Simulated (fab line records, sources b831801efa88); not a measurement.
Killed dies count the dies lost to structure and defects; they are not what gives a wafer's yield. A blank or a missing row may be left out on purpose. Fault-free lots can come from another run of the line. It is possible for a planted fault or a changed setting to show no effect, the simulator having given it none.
fab line records ; flow sky130 ; part 2 of 2: steps 31 to 42 of 42
[record] lots = 5; wafers = 15; lastDay = 49
route steps=708 shown VT_ADJUST_HVTR@139 VT_ADJUST_PCH@143 SONOS_TUNNEL@154 SONOS_ONO@168
lots that met no fault: taken from a fault-free run of the same line
startH: the number of hours between the record's first day and the start of the first shown wafer of the lot ; waitH: hours elapsed since this lot's preceding step ; " unchanged from the row above ; L1.1+2: a single row standing in for several wafers ; - no value, or no start was given ; * or withheld: withheld ; < > ~ a bound
route shown NAME@n: a module of which the file shows steps, and the number in the route of the first ; usual: mean and standard deviation over wafers with no fault ; same: alike in all rows ; chamber/n: place in a boat ; sites: the reading at each site ; _std_site: how widely they spread, as a standard deviation ; _edge_site: inner sites' mean taken away from outer sites' mean ; radiusMm: for every site, how far away it sits from the centre of the wafer ; mask NAME#n: copy n ; behind: the most recent tool/chamber to have shaped the wafer ; hold: cause of the lot's hold/its duration in hours/its outcome ; device: the transistor (n, p or np) that didn't switch ; end of line: the tests these same wafers got at the end of their route ; where a step has no rows: the recipe by itself ; killed: dies lost to structure and defects at the first sort, not the wafer's yield ; map: a wafer's dies, x killed, . not, _ none there
set.NAME: the run value of the setting; set.NAME@STEP: its run value at that earlier step ; model.NAME: the simulator's own value behind a step, which no gauge read
lots at some steps of the route; a table a step, a row a wafer
services: when a tool's chamber went out of use (startH, in hours from the record's first day, below 0 if earlier), for how many hours, and the reason
[[steps]]
[step SKY_SONOS_ONO_THK_MEAS_01]
[recipe] reads = SiO2_of_SONOS_ONO_OXIDATION_00
[usual] SONOS_ONO_OXIDATION_THK = 2.61/0.063
lot.wafer;tool;chamber;startH;waitH;SONOS_ONO_OXIDATION_THK[nm]
L083.1;filmMetro-04;-;322.98;0.0;2.58
L083.3;filmMetro-04;-;322.98;0.0;2.51
L083.6;filmMetro-04;-;322.98;0.0;2.58
L085.1;filmMetro-04;-;334.81;0.0;2.60
L085.4;filmMetro-04;-;334.81;0.0;2.63
L085.5;filmMetro-04;-;334.81;0.0;2.65
L090.1;filmMetro-03;-;384.28;0.0;2.58
L090.2;filmMetro-03;-;384.28;0.0;2.51
L090.4;filmMetro-03;-;384.28;0.0;2.59
L092.1;filmMetro-02;-;394.25;0.0;2.65
L092.5;filmMetro-02;-;394.25;0.0;2.67
L092.6;filmMetro-02;-;394.25;0.0;2.75
L095.1;filmMetro-04;-;417.19;0.0;2.58
L095.3;filmMetro-04;-;417.19;0.0;2.53
L095.5;filmMetro-04;-;417.19;0.0;2.58
[step SKY_SONOS_ONO_CVD_02]
[recipe] material = Si3N4; precursor = DCS/NH3; targetThkNm = 10.5; tempC = 770; timeS = 180; pressureMtorr = 250
[usual] zonePowerBottomPct = 18.0/0.41; zonePowerLowerPct = 14.2/0.68
lot.wafer;tool;chamber;startH;waitH;zonePowerBottomPct;zonePowerLowerPct
L083.1;lpcvd-02;0;323.48;0.5;18.3;14.8
L083.3;lpcvd-02;0;323.48;0.5;18.3;15.0
L083.6;lpcvd-02;0;323.48;0.5;18.5;15.2
L085.1;lpcvd-02;1;336.04;1.2;17.6;13.5
L085.4;lpcvd-02;1;336.04;1.2;17.8;13.5
L085.5;lpcvd-02;1;336.04;1.2;17.6;13.7
L090.1;lpcvd-02;1;390.25;6.0;17.3;13.6
L090.2;lpcvd-02;1;390.25;6.0;17.5;13.5
L090.4;lpcvd-02;1;390.25;6.0;17.7;13.8
L092.1;lpcvd-02;0;397.75;3.5;18.2;15.0
L092.5;lpcvd-02;0;397.75;3.5;18.3;15.0
L092.6;lpcvd-02;0;397.75;3.5;18.1;15.0
L095.1;lpcvd-02;1;419.59;2.4;17.5;13.7
L095.3;lpcvd-02;1;419.59;2.4;17.5;13.7
L095.5;lpcvd-02;1;419.59;2.4;17.6;13.2
[step SKY_SONOS_ONO_THK_MEAS_03]
[recipe] reads = Si3N4_of_SONOS_ONO_CVD_02
[usual] SONOS_ONO_CVD_02_THK = 10.47/0.15
lot.wafer;tool;chamber;startH;waitH;SONOS_ONO_CVD_02_THK[nm]
L083.1;filmMetro-03;-;324.53;0.0;10.59
L083.3;filmMetro-03;-;324.53;0.0;10.52
L083.6;filmMetro-03;-;324.53;0.0;10.47
L085.1;filmMetro-04;-;337.09;0.0;10.34
L085.4;filmMetro-04;-;337.09;0.0;10.22
L085.5;filmMetro-04;-;337.09;0.0;10.21
L090.1;filmMetro-02;-;391.83;0.0;10.42
L090.2;filmMetro-02;-;391.83;0.0;10.48
L090.4;filmMetro-02;-;391.83;0.0;10.50
L092.1;filmMetro-03;-;398.80;0.0;10.59
L092.5;filmMetro-03;-;398.80;0.0;10.57
L092.6;filmMetro-03;-;398.80;0.0;10.57
L095.1;filmMetro-04;-;420.64;0.0;10.51
L095.3;filmMetro-04;-;420.64;0.0;10.49
L095.5;filmMetro-04;-;420.64;0.0;10.48
[step SKY_SONOS_ONO_CVD_04]
[recipe] material = SiO2; precursor = SiH4/N2O; targetThkNm = 5.7199; tempC = 900; pressureMtorr = 400
[usual] zonePowerBottomPct = 31.4/1.9; zonePowerLowerPct = 19.1/0.52
lot.wafer;tool;chamber;startH;waitH;zonePowerBottomPct;zonePowerLowerPct
L083.1;lpcvd-03;0;324.59;0.1;33.0;18.7
L083.3;lpcvd-03;0;324.59;0.1;33.2;18.3
L083.6;lpcvd-03;0;324.59;0.1;33.2;18.4
L085.1;lpcvd-03;1;337.15;0.1;29.3;19.5
L085.4;lpcvd-03;1;337.15;0.1;30.2;19.4
L085.5;lpcvd-03;1;337.15;0.1;29.6;19.3
L090.1;lpcvd-03;1;391.89;0.1;29.6;19.4
L090.2;lpcvd-03;1;391.89;0.1;29.9;19.4
L090.4;lpcvd-03;1;391.89;0.1;30.2;19.4
L092.1;lpcvd-03;0;398.86;0.1;32.8;18.3
L092.5;lpcvd-03;0;398.86;0.1;33.6;18.4
L092.6;lpcvd-03;0;398.86;0.1;33.9;18.4
L095.1;lpcvd-03;0;420.70;0.1;32.9;18.6
L095.3;lpcvd-03;0;420.70;0.1;33.2;18.9
L095.5;lpcvd-03;0;420.70;0.1;33.1;18.6
[step SKY_SONOS_ONO_THK_MEAS_05]
[recipe] reads = SiO2_of_SONOS_ONO_CVD_04
[usual] SONOS_ONO_CVD_04_THK = 5.69/0.11
lot.wafer;tool;chamber;startH;waitH;SONOS_ONO_CVD_04_THK[nm]
L083.1;filmMetro-02;-;325.84;0.0;5.60
L083.3;filmMetro-02;-;325.84;0.0;5.68
L083.6;filmMetro-02;-;325.84;0.0;5.77
L085.1;filmMetro-04;-;338.40;0.0;5.59
L085.4;filmMetro-04;-;338.40;0.0;5.60
L085.5;filmMetro-04;-;338.40;0.0;5.54
L090.1;filmMetro-04;-;393.14;0.0;5.78
L090.2;filmMetro-04;-;393.14;0.0;5.86
L090.4;filmMetro-04;-;393.14;0.0;5.71
L092.1;filmMetro-03;-;400.11;0.0;5.71
L092.5;filmMetro-03;-;400.11;0.0;5.70
L092.6;filmMetro-03;-;400.11;0.0;5.65
L095.1;filmMetro-02;-;421.95;0.0;5.72
L095.3;filmMetro-02;-;421.95;0.0;5.76
L095.5;filmMetro-02;-;421.95;0.0;5.77
[step SKY_SONOS_ONO_DEHYDRATE_06]
[recipe] tempC = 200; timeS = 60
lot.wafer;tool;chamber;startH;waitH
L083.1+3+6;lithoTrack-04;0;339.26;13.4
L085.1+4+5;lithoTrack-02;0;351.02;12.6
L090.1+2+4;lithoTrack-04;0;406.61;13.5
L092.1+5+6;lithoTrack-01;0;414.52;14.4
L095.1+3+5;lithoTrack-02;0;436.07;14.1
[step SKY_SONOS_ONO_HMDS_07]
[recipe] primeTimeS = 60; primeTempC = 120
lot.wafer;tool;chamber;startH;waitH
L083.1+3+6;lithoTrack-04;0;339.41;0.1
L085.1+4+5;lithoTrack-02;0;351.17;0.1
L090.1+2+4;lithoTrack-04;0;406.76;0.1
L092.1+5+6;lithoTrack-01;0;414.67;0.1
L095.1+3+5;lithoTrack-02;0;436.22;0.1
[step SKY_SONOS_ONO_COAT_08]
[recipe] resist = NOVOLAK; spinRpm = 3000; resistThkNm = 1140
[usual] dispensePressureKPa = 46/5.1
lot.wafer;tool;chamber;startH;waitH;dispensePressureKPa
L083.1;lithoTrack-04;0;339.56;0.1;40
L083.3;lithoTrack-04;0;339.56;0.1;40
L083.6;lithoTrack-04;0;339.56;0.1;40
L085.1;lithoTrack-02;0;351.32;0.1;52
L085.4;lithoTrack-02;0;351.32;0.1;52
L085.5;lithoTrack-02;0;351.32;0.1;52
L090.1;lithoTrack-04;0;406.91;0.1;40
L090.2;lithoTrack-04;0;406.91;0.1;40
L090.4;lithoTrack-04;0;406.91;0.1;40
L092.1;lithoTrack-01;0;414.82;0.1;43
L092.5;lithoTrack-01;0;414.82;0.1;43
L092.6;lithoTrack-01;0;414.82;0.1;43
L095.1;lithoTrack-02;0;436.37;0.1;52
L095.3;lithoTrack-02;0;436.37;0.1;52
L095.5;lithoTrack-02;0;436.37;0.1;52
[step SKY_SONOS_ONO_SOFTBAKE_09]
[recipe] tempC = 90; timeS = 60; resist = NOVOLAK
lot.wafer;tool;chamber;startH;waitH
L083.1+3+6;lithoTrack-04;0;339.71;0.1
L085.1+4+5;lithoTrack-02;0;351.47;0.1
L090.1+2+4;lithoTrack-04;0;407.06;0.1
L092.1+5+6;lithoTrack-01;0;414.97;0.1
L095.1+3+5;lithoTrack-02;0;436.52;0.1
[step SKY_SONOS_ONO_EXPOSE_10]
[recipe] maskId = ONOM; targetCdNm = 410; na = 0.6; sourceShape = conventional; sigmaOuter = 0.6; doseMj = 150
[usual] exposureDoseMJCm2 = 149.98/0.16
[same] na = 0.6
lot.wafer;tool;chamber;startH;waitH;mask;exposureDoseMJCm2
L083.1;ilineStepper-01;0;-;-;ONOM#0;150.16
L083.3;ilineStepper-01;0;-;-;ONOM#0;149.85
L083.6;ilineStepper-01;0;-;-;ONOM#0;149.78
L085.1;ilineStepper-01;0;-;-;ONOM#0;149.88
L085.4;ilineStepper-01;0;-;-;ONOM#0;149.89
L085.5;ilineStepper-01;0;-;-;ONOM#0;149.96
L090.1;ilineStepper-01;0;-;-;ONOM#0;150.23
L090.2;ilineStepper-01;0;-;-;ONOM#0;149.88
L090.4;ilineStepper-01;0;-;-;ONOM#0;150.11
L092.1;ilineStepper-01;0;-;-;ONOM#0;149.81
L092.5;ilineStepper-01;0;-;-;ONOM#0;150.25
L092.6;ilineStepper-01;0;-;-;ONOM#0;150.16
L095.1;ilineStepper-01;0;-;-;ONOM#0;150.02
L095.3;ilineStepper-01;0;-;-;ONOM#0;150.09
L095.5;ilineStepper-01;0;-;-;ONOM#0;150.19
[step SKY_SONOS_ONO_PEB_11]
[recipe] tempC = withheld; timeS = *; resist = NOVOLAK
lot.wafer;tool;chamber;startH;waitH
L083.1+3+6;lithoTrack-01;0;-;-
L085.1+4+5;lithoTrack-04;0;-;-
L090.1+2+4;lithoTrack-04;0;-;-
L092.1+5+6;lithoTrack-04;0;-;-
L095.1+3+5;lithoTrack-01;0;-;-
[step SKY_SONOS_ONO_DEVELOP_12]
[recipe] developTimeS = 60; devTempC = 23
lot.wafer;tool;chamber;startH;waitH
L083.1+3+6;lithoTrack-01;0;352.72;0.1
L085.1+4+5;lithoTrack-04;0;365.81;0.1
L090.1+2+4;lithoTrack-04;0;422.36;0.1
L092.1+5+6;lithoTrack-04;0;430.41;0.1
L095.1+3+5;lithoTrack-01;0;452.07;0.1
[[services]]
tool;chamber;startH;hours;kind
lpcvd-03;-;250.65;0.7;repair
ilineStepper-01;-;255.27;8.5;repair
implanter-03;-;260.37;1.6;repair
implanter-03;-;262.68;1.8;repair
plasmaAsher-02;-;294.00;2.8;pm
wetBench-03;-;299.00;3.1;repair
furnace-01;-;301.33;2.8;pm
implanter-02;-;323.43;2.8;pm
plasmaAsher-04;-;326.82;1.9;repair
implanter-04;-;351.31;1.7;repair
lpcvd-02;-;355.52;6.1;pm
implanter-03;-;359.22;3.7;repair
ilineStepper-02;-;362.96;8.2;repair
ilineStepper-02;-;377.30;1.7;pm
wetBench-01;-;396.56;2.8;repair
implanter-04;-;407.33;1.0;repair
implanter-03;-;415.54;4.1;pm
implanter-04;-;419.50;0.6;repair
furnace-01;-;419.76;12.0;pm
plasmaAsher-02;-;421.25;9.0;pm
furnace-01;-;435.96;2.7;pm
ilineStepper-01;-;438.37;1.7;pm
implanter-04;-;439.68;2.5;pm
implanter-04;-;446.28;1.9;repair
